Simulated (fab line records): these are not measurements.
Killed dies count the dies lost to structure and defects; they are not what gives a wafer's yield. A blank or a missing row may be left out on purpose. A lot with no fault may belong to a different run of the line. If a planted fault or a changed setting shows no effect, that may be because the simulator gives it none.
Which tool did it?	flow sky130	14 lots with 42 wafers sampled at 3 steps, on a route of 708 steps

## WHAT EACH GAUGE READ, for each wafer
SKY_METAL4_OVL_MEAS_14.
lot	measured	on	METAL4_OVL (nm)
L895	day 41 16:04	overlay-02	0 5 -8
L896	day 42 02:31	overlay-01	2 -1 -3
L897	day 42 09:06	overlay-02	3 -8 -4
L898	day 42 09:58	overlay-02	-13 -12 -4
L899	day 43 03:30	overlay-01	3 -3 -1
L904	day 44 08:20	overlay-02	-9 -3 -8
L906	day 44 20:55	overlay-01	6 0 -5
L907	day 45 00:43	overlay-01	-5 1 -4
L912	day 46 10:33	overlay-02	-4 -6 1
L914	day 46 22:40	overlay-01	-7 0 5
L915	day 47 03:58	overlay-02	7 -2 -6
L916	day 47 08:47	overlay-01	1 6 -13
L917	day 47 14:45	overlay-01	1 1 -1
L918	day 48 04:25	overlay-01	-2 -4 -2

SKY_VIA4_BOW_MEAS_03.
lot	measured	on	VIA4_BOW (um)
L895	day 41 17:47	film_metro-03	88 80 88
L896	day 42 04:17	film_metro-04	72 81 79
L897	day 42 10:54	film_metro-03	79 82 81
L898	day 42 11:47	film_metro-03	78 89 80
L899	day 43 05:07	film_metro-04	76 78 79
L904	day 44 09:58	film_metro-01	81 84 88
L906	day 44 22:25	film_metro-04	84 69 80
L907	day 45 02:15	film_metro-01	76 79 72
L912	day 46 12:14	film_metro-03	68 72 59
L914	day 47 00:11	film_metro-03	88 81 82
L915	day 47 05:30	film_metro-03	83 74 75
L916	day 47 10:20	film_metro-03	68 75 79
L917	day 47 16:14	film_metro-04	81 71 67
L918	day 48 05:58	film_metro-01	89 89 79

SKY_VIA4_OVL_MEAS_11.
lot	measured	on	VIA4_OVL (nm)
L895	day 42 16:57	overlay-02	-0.7 -2.1 -0.4
L896	day 43 02:59	overlay-02	0.7 1.0 1.5
L897	day 43 09:41	overlay-02	-0.7 -0.5 -1.7
L898	day 43 10:17	overlay-01	0.0 -0.6 -1.8
L899	day 44 03:26	overlay-01	1.7 0.5 1.2
L904	day 45 06:47	overlay-02	-1.5 -1.1 -1.0
L906	day 45 19:20	overlay-02	1.7 -0.3 0.0
L907	day 45 22:54	overlay-02	0.7 -0.7 1.4
L912	day 47 08:18	overlay-02	1.1 -1.4 0.0
L914	day 47 19:21	overlay-01	-2.1 -1.2 -1.4
L915	day 48 00:38	overlay-01	-0.8 0.1 0.4
L916	day 48 05:57	overlay-02	1.5 1.5 2.0
L917	day 48 11:30	overlay-01	0.7 0.8 1.3
L918	day 48 23:42	overlay-01	1.5 1.3 0.1

## WHICH TOOL RAN EACH LOT (tool, then ch and the chambers of the sampled wafers, then the start)
There is no process step in the record ahead of these readings.

## WHAT THE TOOLS THEMSELVES READ (means of the sampled wafers that have a number; where no wafer has one, the mark that the record gives instead)
The record holds no such reading with a usual standard deviation.

## THE ANSWER, worked out from the rows above alone
Rule: what is usual is taken from the lots themselves. Put in order of their means at a reading, lots are off if they are a third of the lots or fewer, leave a main group of 4 or more, and stand apart from it by a gap of 3 or more times the standard deviation of the main group's means; of several such gaps the widest counts. A main group whose means are all the same, to the digits that the tables above print for the reading, isn't used. Also off: a lot with no number at a reading for which 4 or more lots have one. The other lots that the step has rows for count as sound. First the gauges in route order, then the tools' own readings, where a lot's mean is used as printed above. At the first step where some lot is off, the reading lying furthest off is the one used; lots without a number count as furthest.
No lot is off on any of the readings shown, so nothing can be concluded from this.

## WHAT THE SIMULATOR PUT IN
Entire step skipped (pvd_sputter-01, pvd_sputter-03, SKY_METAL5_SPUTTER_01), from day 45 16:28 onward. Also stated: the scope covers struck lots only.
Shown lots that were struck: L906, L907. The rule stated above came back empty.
